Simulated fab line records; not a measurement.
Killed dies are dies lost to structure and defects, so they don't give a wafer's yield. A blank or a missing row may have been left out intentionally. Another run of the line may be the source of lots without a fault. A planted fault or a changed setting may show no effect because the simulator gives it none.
2 desks looking at one fault | flow sky130 | each desk holds nothing but its own numbers, with what lay behind them at the end

== FOR THE TOOL OWNER'S DESK: pvd_sputter-02 ==
At SKY_VIA1_SPUTTER_20 (material TiN, target thk 20 nm, time 80 s) the tool's own readings: per lot run on this tool, the mean of the sampled wafers that have a number. If a lot's mean is further than 4 standard deviations from the usual mean, the lot is out of limits and carries the mark OUT (the distance appears in the brackets).
Columns: A = cathode_dc_power_W at SKY_VIA1_SPUTTER_20, usual 4000.0 W; B = throttle_valve_pct at SKY_VIA1_SPUTTER_20, usual 29.8 %
lot  | first seen here | A                        | B
L659 | day 34 01:38    | 4000.7                   | 30.1
L660 | day 34 12:58    | 4000.8                   | 29.5
L668 | day 37 13:25    | 3837.4 (-99 or more) OUT | 30.2
L670 | day 38 10:23    | 3837.8 (-99 or more) OUT | 30.7
This desk's finding: out of limits on L668, L670; first on L668, day 37 13:25 (cathode_dc_power_W at SKY_VIA1_SPUTTER_20). In limits: L659, L660.

== AT THE METROLOGY DESK ==
Lot by lot, what the gauges showed, no matter which tool ran the lot: averages of those sampled wafers that carry a number. If a lot's mean is further than 4 standard deviations from the usual mean, the lot is out of limits and carries the mark OUT (the distance appears in the brackets).
Columns: A = METAL1_ALCU_THK at SKY_METAL1_THK_MEAS_06, usual 255 nm
lot  | first seen here | A
L659 | day 31 18:25    | 258
L660 | day 32 05:40    | 256
L668 | day 35 07:34    | 259
L671 | day 36 04:10    | 254
L670 | day 36 04:29    | 256
L673 | day 36 14:40    | 253
L675 | day 37 07:05    | 255
L677 | day 37 15:23    | 258
L678 | day 38 07:13    | 252
L679 | day 38 13:31    | 255
L680 | day 38 20:21    | 254
L681 | day 39 07:21    | 253
Result from this desk: across the 12 lots, nothing is out of limits.

== TAKEN TOGETHER ==
At day 37 13:25, on L668, L670, the tool owner's desk was in a position to raise an alarm.
From the metrology desk's view, nothing was out of limits.
The metrology desk holds a record of L668, L670, inside its limits.
SKY_VIA1_SPUTTER_20 was run on pvd_sputter-02 by each of the lots named.

== WHAT THE SIMULATOR PUT IN ==
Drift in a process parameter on pvd_sputter-02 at SKY_VIA1_SPUTTER_20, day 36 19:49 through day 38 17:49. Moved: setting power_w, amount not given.
Shown lots that were struck: L668, L670.
Each desk's first reading out of limits, in hours after the fault started: the tool owner's desk, 18.
